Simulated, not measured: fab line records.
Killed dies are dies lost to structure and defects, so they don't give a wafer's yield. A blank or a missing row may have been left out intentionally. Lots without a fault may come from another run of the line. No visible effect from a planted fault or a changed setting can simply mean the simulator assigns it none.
Chamber matching    flow gf180mcu    4 sister chambers for GF_V4_CMP_26 on cmp-02
The step polishes, stops on SiO2, t overpolish 15 s, target thk 0 nm. 16 wafers are shown with their chamber, then 8 later ones without.

== WAFERS, EACH WITH ITS CHAMBER ==
wafer   chamber  motor-current-A (A)  time-to-endpoint-s (s)  overpolish-run-s (s)
L600.3  2        11.7                 87                      14.996
L600.5  3        9.6                  89                      15.005
L600.6  0        10.2                 88                      15.010
L601.1  1        13.6                 85                      15.009
L601.4  0        10.8                 84                      15.002
L601.6  1        13.5                 84                      14.970
L608.1  1        13.3                 85                      14.991
L608.2  2        11.4                 83                      15.004
L608.6  0        10.4                 87                      15.015
L613.2  2        11.2                 79                      15.002
L613.3  0        10.6                 86                      15.007
L613.5  1        12.5                 82                      14.999
L615.3  1        13.2                 86                      14.983
L615.5  1        12.1                 81                      14.998
L615.6  0        10.4                 86                      14.995
L618.1  2        10.9                 84                      15.007

SIGNATURES, as means of the wafers listed above
reading             chamber 0  chamber 1  chamber 2  chamber 3  scatter within a chamber
motor-current-A     10.480     13.033     11.300     9.600      0.442
time-to-endpoint-s  86.20      83.83      83.25      89.00      2.24
overpolish-run-s    15.00580   14.99167   15.00225   15.00500   0.0102
Rule: for a wafer and a chamber, the distance is found by dividing, reading by reading, the gap between the wafer's reading and the chamber's mean by the reading's scatter, squaring, summing and taking the root. The wafer belongs to the nearest chamber; if the next one is less than 2 further off, it can't be placed. How the scatter is found: for the shown wafers, subtract from each reading the mean of its chamber, square and add these, divide the total by (wafers less chambers), then take the root.

== WAFERS MISSING THEIR CHAMBER ==
wafer   motor-current-A (A)  time-to-endpoint-s (s)  overpolish-run-s (s)
L618.5  12.7                 84                      14.992
L618.6  11.3                 88                      14.997
L619.1  11.6                 83                      15.016
L619.3  12.7                 85                      15.001
L619.4  10.9                 86                      15.001
L620.1  9.9                  92                      15.006
L620.3  13.5                 83                      14.992
L620.4  10.5                 90                      15.004

== EACH ONE'S CHAMBER ==
wafer   from the rows above           in truth
L618.5  1                             1
L618.6  can't be placed: 2 or 0 or 3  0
L619.1  can't be placed: 2 or 0       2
L619.3  can't be placed: 1 or 2       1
L619.4  can't be placed: 0 or 2       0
L620.1  can't be placed: 3 or 0       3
L620.3  1                             1
L620.4  can't be placed: 0 or 3 or 2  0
Correct placement for 2 of the 8. Not placeable from these rows: 6 (in 6, the candidates include the true chamber). Placed wrongly: 0.
